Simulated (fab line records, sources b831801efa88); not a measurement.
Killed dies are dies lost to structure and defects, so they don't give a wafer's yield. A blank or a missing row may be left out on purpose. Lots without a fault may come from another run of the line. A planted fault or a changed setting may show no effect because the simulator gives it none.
A struck lot beside a sound one | flow sky130 | 16 steps out of a route of 708
Sound: wafers L801.1, L801.5, L801.6. Struck: wafers L813.2, L813.5, L813.6. The cause comes at the end.
At each step with rows: each side's tool, then ch and its chambers, then its first start. Under that, the readings that differ: sound wafers | struck wafers | difference of the means | sigmas: that difference in standard deviations of wafers without a fault.
alike: readings whose means differ by less than 2 such deviations, and words and numbers that are the same on both sides. not compared: withheld readings, readings that some wafer has no value for, bounds like >300 that may hide the same value, and numbers for which the record gives no deviation and whose values overlap.
The two part at a step that has a row with sigmas, a row that says differs or no value, or rows on one side only. Numbers that don't overlap but have no deviation are shown without sigmas and don't part them. A reading that every wafer of one side lacks parts them only if that side has two wafers or more.

SKY_METAL5_SPUTTER_03: material Ti, target thk 5 nm, time 3.3 s.
  sound on pvd_sputter-04, day 43 05:33; struck on pvd_sputter-02, day 46 11:24
  alike: throttle_valve_pct
SKY_METAL5_SPUTTER_04: material TiN, target thk 70 nm, time 58.3 s.
  sound on pvd_sputter-04, day 43 05:34; struck on pvd_sputter-02, day 46 11:25
  alike: throttle_valve_pct
SKY_METAL5_RS_MEAS_05: measures by four-point-probe.
  sound on film_metro-04, day 43 05:37; struck on film_metro-04, day 46 11:29
  alike: METAL5_ALCU_RS
SKY_METAL5_THK_MEAS_06: measures by xrf.
  sound on film_metro-04, day 43 05:44; struck on film_metro-04, day 46 11:36
  alike: METAL5_ALCU_THK
then, 7 steps without rows for these wafers: SKY_METAL5_DEHYDRATE_07 (time 60 s); SKY_METAL5_HMDS_08 (prime time 60 s); SKY_METAL5_COAT_09 (resist thk 1800 nm); SKY_METAL5_SOFTBAKE_10 (time 60 s); SKY_METAL5_EXPOSE_11 (exposes mask MM5, target cd 1600 nm); SKY_METAL5_PEB_12; SKY_METAL5_DEVELOP_13 (develop time 60 s).
SKY_METAL5_DESCUM_14: chemistry O2, time 11 s.
  sound on rie_metal-02 ch 0,1, day 44 04:44; struck on rie_metal-02 ch 0,1, day 47 07:02
  alike: drypump_motor_current_A, oes_product_au
  not compared: rf_hours_counter_h
SKY_METAL5_METAL_ETCH_15: etches the open film in Cl2/BCl3, stops on SiO2, target depth 1260 nm, time 252 s.
  sound on rie_metal-02 ch 0,1, day 44 04:46; struck on rie_metal-02 ch 0,1, day 47 07:04
  reading                                     | sound             | struck            | difference | sigmas
  model.NOVOLAK_of_METAL5_COAT_09.thk_nm (nm) | 1040 1042 1027    | 808.9 806 807.9   | -228.7     |
  model.METAL5.cd_nm (nm)                     | 1601 1602 1599    | 1569 1581 1567    | -28        |
  model.SiO2_of_VIA4_HDPCVD_00.thk_nm (nm)    | 548.5 550.3 548.4 | 540.3 541.6 539.8 | -8.5       |
  alike: drypump_motor_current_A, oes_product_au, throttle_valve_pct
  not compared: rf_hours_counter_h
SKY_METAL5_STRIP_16: strips in O2/N2.
  sound on plasma_asher-02 ch 0,1, day 44 05:00; struck on plasma_asher-04 ch 0,1, day 47 07:18
  reading                      | sound             | struck            | difference | sigmas
  oes_product_au (a.u.)        | 0.721 0.714 0.716 | 0.668 0.666 0.664 | -0.051     | -10
  strip_time_to_endpoint_s (s) | 13.15 13.13 12.98 | 10.52 10.48 10.49 | -2.59      | -29
  alike: drypump_motor_current_A
  not compared: rf_hours_counter_h
then, 1 step without rows for these wafers: SKY_METAL5_STRIP_17 (strips in post etch residue remover, time 1200 s).
SKY_PAD_OPEN_PROBE_99:
  sound on prober-02, day 46 03:08; struck on prober-02, day 49 00:52
  reading                        | sound          | struck         | difference | sigmas
  model.etest.met5.width_nm (nm) | 1604 1600 1600 | 1569 1583 1568 | -28        |
  alike: defect_limited_yield, killed_at_M0_to_M3, killed_at_M4_up, killed_at_contacts, killed_at_front_end, killed_at_other, killed_dies, killed_open, killed_short, sort_bin_3_pad_short, sort_bin_5_function, sort_bin_6_memory, sort_n_pass, sort_yield_pct

WHERE THEY PART
Only at SKY_METAL5_STRIP_16, within this record. Later steps at which nothing parts them and some readings are alike: SKY_PAD_OPEN_PROBE_99.

WHY: what the simulator had put in
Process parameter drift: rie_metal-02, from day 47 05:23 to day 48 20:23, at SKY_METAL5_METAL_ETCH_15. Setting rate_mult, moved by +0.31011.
